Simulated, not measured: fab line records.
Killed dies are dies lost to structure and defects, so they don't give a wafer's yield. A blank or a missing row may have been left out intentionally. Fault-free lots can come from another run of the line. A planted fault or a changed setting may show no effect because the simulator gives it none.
Which tool was responsible? || flow sky130 || Sampling: 24 lots, 72 wafers, 5 of 708 route steps

== WHAT THE GAUGES READ, wafer by wafer ==
SKY_FIELD_ISO_THK_MEAS_04. Usual: FIELD_ISO_CVD_03_THK typically reads 160.6 nm, with standard deviation 1.5.
{"lot": "L074", "measured": "day 1 14:55", "on": "film metro-02", "FIELD_ISO_CVD_03_THK (nm)": "160.0 158.5 159.6", "flag": ""}
{"lot": "L075", "measured": "day 1 19:16", "on": "film metro-02", "FIELD_ISO_CVD_03_THK (nm)": "160.5 159.9 160.4", "flag": ""}
{"lot": "L076", "measured": "day 1 23:55", "on": "film metro-03", "FIELD_ISO_CVD_03_THK (nm)": "161.6 161.5 161.7", "flag": ""}
{"lot": "L077", "measured": "day 2 04:29", "on": "film metro-01", "FIELD_ISO_CVD_03_THK (nm)": "161.2 161.2 160.5", "flag": ""}
{"lot": "L078", "measured": "day 2 10:35", "on": "film metro-02", "FIELD_ISO_CVD_03_THK (nm)": "161.1 161.3 161.9", "flag": ""}
{"lot": "L079", "measured": "day 2 14:52", "on": "film metro-01", "FIELD_ISO_CVD_03_THK (nm)": "159.7 160.6 159.8", "flag": ""}
{"lot": "L080", "measured": "day 2 19:57", "on": "film metro-01", "FIELD_ISO_CVD_03_THK (nm)": "162.5 163.8 161.1", "flag": ""}
{"lot": "L081", "measured": "day 3 00:29", "on": "film metro-01", "FIELD_ISO_CVD_03_THK (nm)": "158.3 160.1 159.6", "flag": ""}
{"lot": "L082", "measured": "day 3 06:25", "on": "film metro-03", "FIELD_ISO_CVD_03_THK (nm)": "158.5 159.1 158.0", "flag": ""}
{"lot": "L083", "measured": "day 3 10:32", "on": "film metro-01", "FIELD_ISO_CVD_03_THK (nm)": "161.0 162.4 161.4", "flag": ""}
{"lot": "L084", "measured": "day 3 15:29", "on": "film metro-03", "FIELD_ISO_CVD_03_THK (nm)": "158.1 159.5 158.0", "flag": ""}
{"lot": "L085", "measured": "day 3 23:25", "on": "film metro-01", "FIELD_ISO_CVD_03_THK (nm)": "159.7 158.2 160.5", "flag": ""}
{"lot": "L086", "measured": "day 4 04:22", "on": "film metro-03", "FIELD_ISO_CVD_03_THK (nm)": "158.4 158.4 158.2", "flag": ""}
{"lot": "L087", "measured": "day 4 08:43", "on": "film metro-02", "FIELD_ISO_CVD_03_THK (nm)": "162.8 162.2 162.5", "flag": ""}
{"lot": "L088", "measured": "day 4 11:32", "on": "film metro-01", "FIELD_ISO_CVD_03_THK (nm)": "159.9 158.5 160.7", "flag": ""}
{"lot": "L089", "measured": "day 4 16:29", "on": "film metro-01", "FIELD_ISO_CVD_03_THK (nm)": "158.5 158.4 159.1", "flag": ""}
{"lot": "L090", "measured": "day 4 21:55", "on": "film metro-03", "FIELD_ISO_CVD_03_THK (nm)": "160.0 160.8 160.9", "flag": ""}
{"lot": "L091", "measured": "day 5 03:08", "on": "film metro-02", "FIELD_ISO_CVD_03_THK (nm)": "160.3 160.8 160.3", "flag": ""}
{"lot": "L092", "measured": "day 5 08:28", "on": "film metro-01", "FIELD_ISO_CVD_03_THK (nm)": "161.4 161.2 161.8", "flag": ""}
{"lot": "L093", "measured": "day 5 13:41", "on": "film metro-01", "FIELD_ISO_CVD_03_THK (nm)": "162.3 161.1 161.3", "flag": ""}
{"lot": "L094", "measured": "day 5 18:20", "on": "film metro-03", "FIELD_ISO_CVD_03_THK (nm)": "163.1 163.1 162.5", "flag": ""}
{"lot": "L095", "measured": "day 6 01:41", "on": "film metro-01", "FIELD_ISO_CVD_03_THK (nm)": "162.4 161.8 162.3", "flag": ""}
{"lot": "L096", "measured": "day 6 06:52", "on": "film metro-03", "FIELD_ISO_CVD_03_THK (nm)": "162.5 161.7 162.2", "flag": ""}
{"lot": "L097", "measured": "day 6 09:51", "on": "film metro-02", "FIELD_ISO_CVD_03_THK (nm)": "161.2 162.4 161.7", "flag": ""}

SKY_POLY_GATE_CD_MEAS_13: the cd target is 150 nm. Usual: cd nm 149.7 nm, standard deviation 1.1.
{"lot": "L074", "measured": "day 16 04:51", "on": "cd sem-02", "cd nm (nm)": "149.5 150.0 149.1", "flag": ""}
{"lot": "L075", "measured": "day 16 19:18", "on": "cd sem-01", "cd nm (nm)": "151.4 151.8 151.5", "flag": ""}
{"lot": "L076", "measured": "day 17 00:02", "on": "cd sem-02", "cd nm (nm)": "151.2 149.9 149.8", "flag": ""}
{"lot": "L077", "measured": "day 17 10:10", "on": "cd sem-01", "cd nm (nm)": "148.5 148.8 147.8", "flag": ""}
{"lot": "L078", "measured": "day 17 21:24", "on": "cd sem-01", "cd nm (nm)": "149.6 151.2 148.8", "flag": ""}
{"lot": "L079", "measured": "day 18 05:35", "on": "cd sem-02", "cd nm (nm)": "151.7 151.0 152.2", "flag": ""}
{"lot": "L080", "measured": "day 18 10:52", "on": "cd sem-02", "cd nm (nm)": "152.0 150.8 150.9", "flag": ""}
{"lot": "L081", "measured": "day 18 13:09", "on": "cd sem-02", "cd nm (nm)": "150.3 149.6 149.2", "flag": ""}
{"lot": "L082", "measured": "day 19 06:43", "on": "cd sem-02", "cd nm (nm)": "148.6 148.6 149.4", "flag": ""}
{"lot": "L083", "measured": "day 19 12:16", "on": "cd sem-01", "cd nm (nm)": "149.1 149.4 148.4", "flag": ""}
{"lot": "L084", "measured": "day 20 02:27", "on": "cd sem-01", "cd nm (nm)": "148.2 149.9 149.2", "flag": ""}
{"lot": "L085", "measured": "day 20 14:54", "on": "cd sem-01", "cd nm (nm)": "148.9 149.0 149.4", "flag": ""}
{"lot": "L086", "measured": "day 21 00:50", "on": "cd sem-02", "cd nm (nm)": "152.0 150.2 150.5", "flag": ""}
{"lot": "L087", "measured": "day 23 00:36", "on": "cd sem-01", "cd nm (nm)": "149.5 149.1 150.5", "flag": ""}
{"lot": "L088", "measured": "day 22 22:29", "on": "cd sem-01", "cd nm (nm)": "148.7 147.6 148.2", "flag": ""}
{"lot": "L089", "measured": "day 23 00:57", "on": "cd sem-02", "cd nm (nm)": "149.5 149.1 149.5", "flag": ""}
{"lot": "L090", "measured": "day 23 01:01", "on": "cd sem-01", "cd nm (nm)": "149.0 149.6 150.2", "flag": ""}
{"lot": "L091", "measured": "day 23 04:03", "on": "cd sem-01", "cd nm (nm)": "149.8 150.7 149.7", "flag": ""}
{"lot": "L092", "measured": "day 23 03:28", "on": "cd sem-01", "cd nm (nm)": "150.6 152.4 150.4", "flag": ""}
{"lot": "L093", "measured": "day 23 08:57", "on": "cd sem-02", "cd nm (nm)": "148.9 149.2 149.5", "flag": ""}
{"lot": "L094", "measured": "day 23 22:38", "on": "cd sem-02", "cd nm (nm)": "149.2 148.7 148.5", "flag": ""}
{"lot": "L095", "measured": "day 25 05:00", "on": "cd sem-01", "cd nm (nm)": "149.9 148.6 149.4", "flag": ""}
{"lot": "L096", "measured": "day 25 05:21", "on": "cd sem-01", "cd nm (nm)": "149.5 149.2 150.3", "flag": ""}
{"lot": "L097", "measured": "day 25 05:26", "on": "cd sem-02", "cd nm (nm)": "148.8 150.4 149.4", "flag": ""}

SKY_METAL2_THK_MEAS_06: measures by xrf. Usual: METAL2_ALCU_THK typically reads 248.0 nm, with standard deviation 2.4.
{"lot": "L074", "measured": "day 33 18:58", "on": "film metro-02", "METAL2_ALCU_THK (nm)": "246.9 251.4 252.8", "flag": ""}
{"lot": "L075", "measured": "day 35 00:32", "on": "film metro-02", "METAL2_ALCU_THK (nm)": "249.3 249.8 246.2", "flag": ""}
{"lot": "L076", "measured": "day 35 01:19", "on": "film metro-02", "METAL2_ALCU_THK (nm)": "250.4 252.7 249.9", "flag": ""}
{"lot": "L077", "measured": "day 34 23:44", "on": "film metro-04", "METAL2_ALCU_THK (nm)": "246.5 246.7 247.3", "flag": ""}
{"lot": "L078", "measured": "day 35 11:44", "on": "film metro-04", "METAL2_ALCU_THK (nm)": "249.2 246.6 247.5", "flag": ""}
{"lot": "L079", "measured": "day 35 13:44", "on": "film metro-02", "METAL2_ALCU_THK (nm)": "248.5 248.6 250.6", "flag": ""}
{"lot": "L080", "measured": "day 35 21:54", "on": "film metro-04", "METAL2_ALCU_THK (nm)": "249.2 248.6 249.2", "flag": ""}
{"lot": "L081", "measured": "day 35 23:58", "on": "film metro-04", "METAL2_ALCU_THK (nm)": "245.5 242.8 244.0", "flag": ""}
{"lot": "L082", "measured": "day 36 14:23", "on": "film metro-01", "METAL2_ALCU_THK (nm)": "244.7 246.6 244.5", "flag": ""}
{"lot": "L083", "measured": "day 36 19:13", "on": "film metro-04", "METAL2_ALCU_THK (nm)": "246.8 245.4 246.1", "flag": ""}
{"lot": "L084", "measured": "day 37 09:17", "on": "film metro-04", "METAL2_ALCU_THK (nm)": "250.9 252.4 252.1", "flag": ""}
{"lot": "L085", "measured": "day 37 19:02", "on": "film metro-01", "METAL2_ALCU_THK (nm)": "243.0 245.7 243.7", "flag": ""}
{"lot": "L086", "measured": "day 37 23:39", "on": "film metro-01", "METAL2_ALCU_THK (nm)": "248.5 249.8 243.4", "flag": ""}
{"lot": "L087", "measured": "day 39 18:10", "on": "film metro-02", "METAL2_ALCU_THK (nm)": "250.2 249.4 252.4", "flag": ""}
{"lot": "L088", "measured": "day 39 16:02", "on": "film metro-01", "METAL2_ALCU_THK (nm)": "246.9 245.6 247.7", "flag": ""}
{"lot": "L089", "measured": "day 39 21:22", "on": "film metro-02", "METAL2_ALCU_THK (nm)": "246.5 249.6 250.1", "flag": ""}
{"lot": "L090", "measured": "day 39 19:48", "on": "film metro-04", "METAL2_ALCU_THK (nm)": "247.1 249.3 249.1", "flag": ""}
{"lot": "L091", "measured": "day 39 21:58", "on": "film metro-02", "METAL2_ALCU_THK (nm)": "249.7 249.5 248.9", "flag": ""}
{"lot": "L092", "measured": "day 39 21:04", "on": "film metro-01", "METAL2_ALCU_THK (nm)": "251.5 248.1 249.4", "flag": ""}
{"lot": "L093", "measured": "day 39 23:41", "on": "film metro-02", "METAL2_ALCU_THK (nm)": "250.7 253.0 253.1", "flag": ""}
{"lot": "L094", "measured": "day 40 10:22", "on": "film metro-01", "METAL2_ALCU_THK (nm)": "249.5 248.5 247.5", "flag": ""}
{"lot": "L095", "measured": "day 41 14:03", "on": "film metro-04", "METAL2_ALCU_THK (nm)": "249.6 247.5 249.8", "flag": ""}
{"lot": "L096", "measured": "day 41 12:17", "on": "film metro-02", "METAL2_ALCU_THK (nm)": "243.9 244.6 246.9", "flag": ""}
{"lot": "L097", "measured": "day 41 16:03", "on": "film metro-01", "METAL2_ALCU_THK (nm)": "245.6 247.1 250.3", "flag": ""}

SKY_VIA3_THK_MEAS_01. Usual: VIA3_HDPCVD_THK typically reads 1629 nm, with standard deviation 17.
{"lot": "L074", "measured": "day 38 08:32", "on": "film metro-04", "VIA3_HDPCVD_THK (nm)": "1641 1602 1628", "flag": ""}
{"lot": "L075", "measured": "day 39 13:10", "on": "film metro-04", "VIA3_HDPCVD_THK (nm)": "1627 1637 1629", "flag": ""}
{"lot": "L076", "measured": "day 39 14:58", "on": "film metro-04", "VIA3_HDPCVD_THK (nm)": "1627 1618 1638", "flag": ""}
{"lot": "L077", "measured": "day 39 14:08", "on": "film metro-02", "VIA3_HDPCVD_THK (nm)": "1632 1617 1619", "flag": ""}
{"lot": "L078", "measured": "day 40 00:41", "on": "film metro-04", "VIA3_HDPCVD_THK (nm)": "1628 1625 1606", "flag": ""}
{"lot": "L079", "measured": "day 40 01:27", "on": "film metro-03", "VIA3_HDPCVD_THK (nm)": "1633 1613 1631", "flag": ""}
{"lot": "L080", "measured": "day 40 09:16", "on": "film metro-02", "VIA3_HDPCVD_THK (nm)": "1621 1629 1651", "flag": ""}
{"lot": "L081", "measured": "day 40 11:38", "on": "film metro-02", "VIA3_HDPCVD_THK (nm)": "1627 1604 1596", "flag": ""}
{"lot": "L082", "measured": "day 41 01:32", "on": "film metro-04", "VIA3_HDPCVD_THK (nm)": "1627 1629 1620", "flag": ""}
{"lot": "L083", "measured": "day 41 03:49", "on": "film metro-02", "VIA3_HDPCVD_THK (nm)": "1606 1612 1615", "flag": ""}
{"lot": "L084", "measured": "day 41 17:57", "on": "film metro-03", "VIA3_HDPCVD_THK (nm)": "1667 1660 1662", "flag": ""}
{"lot": "L085", "measured": "day 42 01:48", "on": "film metro-03", "VIA3_HDPCVD_THK (nm)": "1600 1594 1623", "flag": ""}
{"lot": "L086", "measured": "day 42 05:05", "on": "film metro-02", "VIA3_HDPCVD_THK (nm)": "1630 1641 1633", "flag": ""}
{"lot": "L087", "measured": "day 43 22:23", "on": "film metro-02", "VIA3_HDPCVD_THK (nm)": "1645 1637 1649", "flag": ""}
{"lot": "L088", "measured": "day 43 20:06", "on": "film metro-04", "VIA3_HDPCVD_THK (nm)": "1649 1671 1651", "flag": ""}
{"lot": "L089", "measured": "day 44 01:25", "on": "film metro-02", "VIA3_HDPCVD_THK (nm)": "1610 1610 1618", "flag": ""}
{"lot": "L090", "measured": "day 43 23:28", "on": "film metro-02", "VIA3_HDPCVD_THK (nm)": "1600 1621 1596", "flag": ""}
{"lot": "L091", "measured": "day 44 01:57", "on": "film metro-03", "VIA3_HDPCVD_THK (nm)": "1622 1622 1610", "flag": ""}
{"lot": "L092", "measured": "day 44 00:20", "on": "film metro-03", "VIA3_HDPCVD_THK (nm)": "1630 1656 1631", "flag": ""}
{"lot": "L093", "measured": "day 44 03:31", "on": "film metro-04", "VIA3_HDPCVD_THK (nm)": "1622 1640 1624", "flag": ""}
{"lot": "L094", "measured": "day 44 10:08", "on": "film metro-03", "VIA3_HDPCVD_THK (nm)": "1641 1661 1634", "flag": ""}
{"lot": "L095", "measured": "day 45 13:02", "on": "film metro-03", "VIA3_HDPCVD_THK (nm)": "1643 1624 1646", "flag": ""}
{"lot": "L096", "measured": "day 45 10:38", "on": "film metro-04", "VIA3_HDPCVD_THK (nm)": "1615 1616 1621", "flag": ""}
{"lot": "L097", "measured": "day 45 14:09", "on": "film metro-03", "VIA3_HDPCVD_THK (nm)": "1630 1606 1630", "flag": ""}

== WHAT TOOL EACH LOT RAN ON (gives the tool, then ch and the chambers of the sampled wafers, and finally the start) ==
{"lot": "L074", "SKY_METAL2_SPUTTER_03": "pvd sputter-03, day 33 18:46"}
{"lot": "L075", "SKY_METAL2_SPUTTER_03": "pvd sputter-03, day 35 00:20"}
{"lot": "L076", "SKY_METAL2_SPUTTER_03": "pvd sputter-02, day 35 01:08"}
{"lot": "L077", "SKY_METAL2_SPUTTER_03": "pvd sputter-03, day 34 23:33"}
{"lot": "L078", "SKY_METAL2_SPUTTER_03": "pvd sputter-03, day 35 11:32"}
{"lot": "L079", "SKY_METAL2_SPUTTER_03": "pvd sputter-03, day 35 13:33"}
{"lot": "L080", "SKY_METAL2_SPUTTER_03": "pvd sputter-02, day 35 21:42"}
{"lot": "L081", "SKY_METAL2_SPUTTER_03": "pvd sputter-02, day 35 23:46"}
{"lot": "L082", "SKY_METAL2_SPUTTER_03": "pvd sputter-03, day 36 14:11"}
{"lot": "L083", "SKY_METAL2_SPUTTER_03": "pvd sputter-02, day 36 19:00"}
{"lot": "L084", "SKY_METAL2_SPUTTER_03": "pvd sputter-01, day 37 09:06"}
{"lot": "L085", "SKY_METAL2_SPUTTER_03": "pvd sputter-02, day 37 18:51"}
{"lot": "L086", "SKY_METAL2_SPUTTER_03": "pvd sputter-02, day 37 23:28"}
{"lot": "L087", "SKY_METAL2_SPUTTER_03": "pvd sputter-01, day 39 17:58"}
{"lot": "L088", "SKY_METAL2_SPUTTER_03": "pvd sputter-01, day 39 15:51"}
{"lot": "L089", "SKY_METAL2_SPUTTER_03": "pvd sputter-01, day 39 21:10"}
{"lot": "L090", "SKY_METAL2_SPUTTER_03": "pvd sputter-01, day 39 19:35"}
{"lot": "L091", "SKY_METAL2_SPUTTER_03": "pvd sputter-03, day 39 21:46"}
{"lot": "L092", "SKY_METAL2_SPUTTER_03": "pvd sputter-01, day 39 20:50"}
{"lot": "L093", "SKY_METAL2_SPUTTER_03": "pvd sputter-02, day 39 23:29"}
{"lot": "L094", "SKY_METAL2_SPUTTER_03": "pvd sputter-02, day 40 10:11"}
{"lot": "L095", "SKY_METAL2_SPUTTER_03": "pvd sputter-02, day 41 13:52"}
{"lot": "L096", "SKY_METAL2_SPUTTER_03": "pvd sputter-03, day 41 12:06"}
{"lot": "L097", "SKY_METAL2_SPUTTER_03": "pvd sputter-02, day 41 15:52"}
- SKY_METAL2_SPUTTER_03: material Ti, target thk 5 nm, time 3.3 s.

== AS READ BY THE TOOLS THEMSELVES (means over the sampled wafers that have a number; for cases with no such wafer, the mark the record gives instead) ==
SKY_METAL2_SPUTTER_03. Usual: throttle valve pct 30.6 %, standard deviation 1.1.
{"lot": "L074", "tool": "pvd sputter-03", "throttle valve pct (%)": 30.6, "flag": ""}
{"lot": "L075", "tool": "pvd sputter-03", "throttle valve pct (%)": 30.0, "flag": ""}
{"lot": "L076", "tool": "pvd sputter-02", "throttle valve pct (%)": 31.1, "flag": ""}
{"lot": "L077", "tool": "pvd sputter-03", "throttle valve pct (%)": 29.4, "flag": ""}
{"lot": "L078", "tool": "pvd sputter-03", "throttle valve pct (%)": 29.4, "flag": ""}
{"lot": "L079", "tool": "pvd sputter-03", "throttle valve pct (%)": 30.1, "flag": ""}
{"lot": "L080", "tool": "pvd sputter-02", "throttle valve pct (%)": 30.9, "flag": ""}
{"lot": "L081", "tool": "pvd sputter-02", "throttle valve pct (%)": 31.3, "flag": ""}
{"lot": "L082", "tool": "pvd sputter-03", "throttle valve pct (%)": 29.4, "flag": ""}
{"lot": "L083", "tool": "pvd sputter-02", "throttle valve pct (%)": 31.9, "flag": ""}
{"lot": "L084", "tool": "pvd sputter-01", "throttle valve pct (%)": 31.2, "flag": ""}
{"lot": "L085", "tool": "pvd sputter-02", "throttle valve pct (%)": 31.1, "flag": ""}
{"lot": "L086", "tool": "pvd sputter-02", "throttle valve pct (%)": 31.0, "flag": ""}
{"lot": "L087", "tool": "pvd sputter-01", "throttle valve pct (%)": 31.8, "flag": ""}
{"lot": "L088", "tool": "pvd sputter-01", "throttle valve pct (%)": 31.1, "flag": ""}
{"lot": "L089", "tool": "pvd sputter-01", "throttle valve pct (%)": 30.9, "flag": ""}
{"lot": "L090", "tool": "pvd sputter-01", "throttle valve pct (%)": 31.2, "flag": ""}
{"lot": "L091", "tool": "pvd sputter-03", "throttle valve pct (%)": 29.4, "flag": ""}
{"lot": "L092", "tool": "pvd sputter-01", "throttle valve pct (%)": 30.7, "flag": ""}
{"lot": "L093", "tool": "pvd sputter-02", "throttle valve pct (%)": 30.7, "flag": ""}
{"lot": "L094", "tool": "pvd sputter-02", "throttle valve pct (%)": 31.1, "flag": ""}
{"lot": "L095", "tool": "pvd sputter-02", "throttle valve pct (%)": 30.7, "flag": ""}
{"lot": "L096", "tool": "pvd sputter-03", "throttle valve pct (%)": 29.2, "flag": ""}
{"lot": "L097", "tool": "pvd sputter-02", "throttle valve pct (%)": 31.1, "flag": ""}

== THE ANSWER, worked out from the rows above alone ==
Rule: a lot is off if the mean of its wafers that have a number lies more than 3 standard deviations from the usual mean. A lot without any number at a reading at which 4 lots or more have one is off too. All remaining lots with rows at the step are treated as sound. The gauges are gone through in route order, then the tools' own readings, and for those a lot's mean is taken as printed above. The first step at which some lot is off is used, and at that step the reading that is off furthest; a lot without a number counts as furthest.
No lot is off at any reading shown: from this, nothing can be told.

== WHAT THE SIMULATOR HAD PUT IN ==
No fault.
